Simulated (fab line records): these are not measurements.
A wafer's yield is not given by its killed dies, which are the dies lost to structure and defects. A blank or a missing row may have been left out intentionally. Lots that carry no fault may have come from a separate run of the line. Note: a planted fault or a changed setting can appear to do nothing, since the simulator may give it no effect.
Matching of chambers ; flow gf180mcu ; GF_V1_CVD_02 on pecvd-01 has 3 sister chambers
The step deposits SiO2 from TEOS, target thk 850 nm, time 94.851 s. 6 wafers are shown with their chamber, then 9 later ones without.

## EACH WAFER AND ITS CHAMBER
wafer;chamber;heater power w (W)
L084.1;0;718
L084.2;2;721
L084.3;1;704
L085.1;0;690
L085.2;1;638
L085.3;2;650

## WAFERS MISSING THEIR CHAMBER
wafer;heater power w (W)
L085.4;735
L085.5;689
L085.6;677
L090.1;716
L090.5;775
L090.6;704
L091.1;729
L091.3;691
L091.4;559

## WHICH CHAMBER EACH ONE RAN IN
wafer;from the rows above;in truth
L085.4;can't be placed: 0 or 2 or 1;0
L085.5;can't be placed: 2 or 0 or 1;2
L085.6;can't be placed: 1 or 2 or 0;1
L090.1;can't be placed: 0 or 2 or 1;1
L090.5;can't be placed: 0 or 2 or 1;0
L090.6;can't be placed: 0 or 2 or 1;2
L091.1;can't be placed: 0 or 2 or 1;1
L091.3;can't be placed: 2 or 0 or 1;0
L091.4;can't be placed: 1 or 2 or 0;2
Placed correctly: 0 of 9. Cannot be placed on the basis of these rows: 9; the candidates contain the true chamber in 9. Placed wrongly: 0.
How it was worked out, from the rows above alone: a wafer's distance from a chamber is the root of the sum, over the readings, of the square of ((its reading less the chamber's mean) divided by the reading's scatter). If the next closest chamber is less than 2 further off than the closest, the wafer can't be placed; otherwise it belongs to the closest. A chamber's mean is the mean of its shown wafers. How the scatter is found: for the shown wafers, subtract from each reading the mean of its chamber, square and add these, divide the total by (wafers less chambers), then take the root.
